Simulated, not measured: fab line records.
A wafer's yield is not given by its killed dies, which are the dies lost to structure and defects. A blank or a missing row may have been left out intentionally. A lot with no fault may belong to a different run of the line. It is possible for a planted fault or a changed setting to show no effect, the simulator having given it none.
Check of tool commonality ; flow gf180mcu ; Sampled: 12 lots, 45 wafers

## WHY IT WAS OPENED
Of 12 lots, 3 have the reading DUAL_GATE_OXIDATION_00_THK flagged at GF_DUAL_GATE_THK_MEAS_03. Fault-free wafers read 10.87 nm, with a standard deviation of 0.23.
Rule: a lot is flagged when every wafer of it that has a number lies more than 4 standard deviations from that mean, or none has a number. The other lots count as sound.

lot;measured;on;DUAL_GATE_OXIDATION_00_THK (nm), wafer by wafer;flag
L990;day 7 12:26;film_metro-02;11.23 11.33 11.33;
L991;day 8 07:49;film_metro-03;11.15 11.26 11.25;
L992;day 8 15:49;film_metro-02;11.01 10.85 11.11;
L993;day 8 16:07;film_metro-02;10.72 10.77 10.76;
L997;day 9 18:19;film_metro-02;15.32 15.00 15.14 15.30 15.02 15.14;FLAGGED
L999;day 10 06:55;film_metro-02;15.20 15.28 15.01 15.21 15.24 14.97;FLAGGED
L105;day 11 23:45;film_metro-02;15.45 15.37 15.27 15.41 15.43 15.33;FLAGGED
L106;day 12 01:13;film_metro-03;10.85 10.60 10.82;
L107;day 12 17:01;film_metro-03;10.99 10.83 10.96;
L110;day 13 11:52;film_metro-04;10.66 10.66 10.66;
L111;day 13 17:37;film_metro-04;11.21 10.95 10.77;
L112;day 13 18:55;film_metro-03;11.09 10.99 10.86;
Average over the flagged lots: 15.23 nm; offset from the usual +4.36 nm, equal to +19 standard deviations.

## EACH LOT AND THE TOOL IT RAN ON
Before the reading, the record contains 0 process steps out of a 602-step route. Read each cell as the tool, then ch plus the chambers that the sampled wafers visited, then the start.
lot;flag
L990;
L991;
L992;
L993;
L997;FLAGGED
L999;FLAGGED
L105;FLAGGED
L106;
L107;
L110;
L111;
L112;
What the steps here do:
- GF_DUAL_GATE_THK_MEAS_03

## FLAGGED AGAINST TOTAL, ONE TOOL AT A TIME (gauges that did the reading follow at the end)
step;tool;lots run;flagged;share of the flagged lots;sound lots run after its first flagged lot
GF_DUAL_GATE_THK_MEAS_03;film_metro-02;6;3;all;0
GF_DUAL_GATE_THK_MEAS_03;film_metro-03;4;0;none;-
GF_DUAL_GATE_THK_MEAS_03;film_metro-04;2;0;none;-

## WHAT IS ALLOWED BY THE TABLE
Rows of the table that ran each flagged lot: 1, that is film_metro-02 at GF_DUAL_GATE_THK_MEAS_03.
- film_metro-02 at GF_DUAL_GATE_THK_MEAS_03 ran 6 lots, 3 of them flagged. Last sound lot L993 at day 8 16:07, first flagged lot L997 at day 9 18:19; a fault beginning in between fits.
What remains is a single tool, film_metro-02 at GF_DUAL_GATE_THK_MEAS_03.

## WHAT HAD BEEN PUT IN BY THE SIMULATOR
Metrology matching offset: film_metro-02, from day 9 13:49 on, at GF_DUAL_GATE_THK_MEAS_03. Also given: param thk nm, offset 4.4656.
Lots struck among those shown: L997, L999, L105. The rule above reached the same finding.
